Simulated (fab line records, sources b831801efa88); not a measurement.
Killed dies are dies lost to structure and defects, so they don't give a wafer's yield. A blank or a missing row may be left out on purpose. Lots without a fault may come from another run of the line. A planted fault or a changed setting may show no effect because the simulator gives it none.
A struck lot beside a sound one | flow sky130 | 33 steps out of a route of 708
Sound: wafers L998.1, L998.3, L998.6. Struck: wafers L106.1, L106.3, L106.6. The cause comes at the end.
At each step with rows: each side's tool, then ch and its chambers, then its first start. Under that, the readings that differ: sound wafers | struck wafers | difference of the means | sigmas: that difference in standard deviations of wafers without a fault.
alike: readings whose means differ by less than 2 such deviations, and words and numbers that are the same on both sides. not compared: withheld readings, readings that some wafer has no value for, bounds like >300 that may hide the same value, and numbers for which the record gives no deviation and whose values overlap.
The two part at a step that has a row with sigmas, a row that says differs or no value, or rows on one side only. Numbers that don't overlap but have no deviation are shown without sigmas and don't part them. A reading that every wafer of one side lacks parts them only if that side has two wafers or more.

first, 1 step without rows for these wafers: SKY_METAL2_DEVELOP_14 (develop time 60 s).
SKY_METAL2_CD_MEAS_15: target cd 140 nm.
  sound on cd_sem-02, day 36 06:09; struck on cd_sem-02, day 39 07:25
  alike: cd_nm
SKY_METAL2_OVL_MEAS_16:
  sound on overlay-01, day 36 06:16; struck on overlay-01, day 39 07:32
  alike: METAL2_OVL
then, 1 step without rows for these wafers: SKY_METAL2_DESCUM_17 (chemistry O2, time 8 s).
SKY_METAL2_ETCH_18: etches BARC in N2/H2, stops on SiO2, time 45.9 s, target depth 60 nm.
  sound on rie_metal-02 ch 0, day 36 06:20; struck on rie_metal-04 ch 0, day 39 07:36
  alike: drypump_motor_current_A, oes_product_au, throttle_valve_pct
  not compared: rf_hours_counter_h
then, 1 step without rows for these wafers: SKY_METAL2_METAL_ETCH_19 (etches the open film in Cl2/BCl3, stops on SiO2, target depth 360 nm, time 78 s).
SKY_METAL2_STRIP_20: strips in O2/N2.
  sound on plasma_asher-04 ch 1, day 36 06:29; struck on plasma_asher-04 ch 1, day 39 07:45
  alike: drypump_motor_current_A, oes_product_au, strip_time_to_endpoint_s
  not compared: rf_hours_counter_h
then, 4 steps without rows for these wafers: SKY_METAL2_STRIP_21 (strips in post etch residue remover, time 1200 s); SKY_METAL2_CLEAN_22 (cleans in IPA, time 180 s); SKY_METAL2_CLEAN_23 (cleans in O3/DIW); SKY_VIA2_HDPCVD_00 (deposits SiO2, target thk 1180 nm, time 196.7 s).
SKY_VIA2_THK_MEAS_01:
  sound on film_metro-02, day 36 07:16; struck on film_metro-02, day 39 08:29
  alike: VIA2_HDPCVD_THK
SKY_VIA2_CMP_02: polishes SiO2.
  sound on cmp-02 ch 2,3, day 36 07:19; struck on cmp-01 ch 1,3, day 39 08:35
  no value came back on the struck wafers for edge_zone_pressure_frac, head_pressure_psi (psi), motor_current_A (A); on the sound wafers edge_zone_pressure_frac reads 1.001 0.998 1.003
  reading                                  | sound           | struck         | difference | sigmas
  model.SiO2_of_VIA2_HDPCVD_00.thk_nm (nm) | 492.8 494.4 492 | 1165 1172 1175 | +678       |
SKY_VIA2_BOW_MEAS_03:
  sound on film_metro-02, day 36 07:37; struck on film_metro-02, day 39 08:50
  reading       | sound    | struck      | difference | sigmas
  VIA2_BOW (um) | 72 75 89 | 130 123 120 | +46        | +6
then, 8 steps without rows for these wafers: SKY_VIA2_DEHYDRATE_04 (time 60 s); SKY_VIA2_HMDS_05 (prime time 60 s); SKY_VIA2_COAT_06 (resist thk 60 nm); SKY_VIA2_COAT_07 (resist thk 450 nm); SKY_VIA2_SOFTBAKE_08 (time 90 s); SKY_VIA2_EXPOSE_09 (exposes mask VIM2, target cd 200 nm); SKY_VIA2_PEB_10; SKY_VIA2_DEVELOP_11 (develop time 60 s).
SKY_VIA2_CD_MEAS_12: target cd 200 nm.
  sound on cd_sem-01, day 37 09:44; struck on cd_sem-02, day 40 09:54
  alike: cd_nm
SKY_VIA2_OVL_MEAS_13:
  sound on overlay-02, day 37 09:52; struck on overlay-02, day 40 10:01
  alike: VIA2_OVL
SKY_VIA2_ETCH_14: etches BARC in N2/H2, stops on SiO2, time 44.46 s, target depth 60 nm.
  sound on rie_diel-03 ch 0,1, day 37 09:54; struck on rie_diel-02 ch 0,1, day 40 10:04
  alike: drypump_motor_current_A, oes_product_au, throttle_valve_pct
  not compared: rf_hours_counter_h
SKY_VIA2_ETCH_15: etches SiO2 in C4F8/O2/Ar, stops on TiN, target depth 546 nm, time 84 s.
  sound on rie_diel-03 ch 0,1, day 37 09:56; struck on rie_diel-02 ch 0,1, day 40 10:06
  reading                          | sound             | struck            | difference | sigmas
  oes_product_au (a.u.)            | 0.934 0.932 0.939 | 1.568 1.635 1.632 | +0.677     | +99 or more
  model.VIA2.feature_depth_nm (nm) | 492.8 494.4 492   | 520.3 550.4 547.8 | +46.4      |
  model.etch.depth_nm (nm)         | 492.8 494.4 492   | 520.3 550.4 547.8 | +46.4      |
  not compared: rf_hours_counter_h
SKY_VIA2_STRIP_16: strips in O2/N2.
  sound on plasma_asher-04 ch 1, day 37 10:00; struck on plasma_asher-04 ch 1, day 40 10:10
  alike: drypump_motor_current_A, oes_product_au, strip_time_to_endpoint_s
  not compared: rf_hours_counter_h
then, 3 steps without rows for these wafers: SKY_VIA2_STRIP_17 (strips in post etch residue remover, time 1200 s); SKY_VIA2_CLEAN_18 (cleans in IPA, time 180 s); SKY_VIA2_CLEAN_19 (cleans in O3/DIW).
SKY_VIA2_SPUTTER_20: material TiN, target thk 20 nm, time 80 s.
  sound on pvd_sputter-03, day 37 11:00; struck on pvd_sputter-03, day 40 10:46
  alike: throttle_valve_pct
then, 1 step without rows for these wafers: SKY_VIA2_CVD_21 (deposits W, target thk 420 nm, time 126.4 s).
SKY_VIA2_CMP_24: polishes, stops on SiO2, t overpolish 20 s, target thk 0 nm.
  sound on cmp-02 ch 0,2, day 37 11:25; struck on cmp-01 ch 0,2,3, day 40 11:14
  reading                                  | sound           | struck         | difference | sigmas
  model.SiO2_of_VIA2_HDPCVD_00.thk_nm (nm) | 488.4 490 487.6 | 1160 1168 1171 | +678       |
  alike: edge_zone_pressure_frac, head_pressure_psi, motor_current_A

WHERE THEY PART
First at SKY_VIA2_CMP_02; last, within this record, at SKY_VIA2_ETCH_15. Later steps at which nothing parts them and some readings are alike: SKY_VIA2_STRIP_16, SKY_VIA2_SPUTTER_20, SKY_VIA2_CMP_24.

WHY: what the simulator had put in
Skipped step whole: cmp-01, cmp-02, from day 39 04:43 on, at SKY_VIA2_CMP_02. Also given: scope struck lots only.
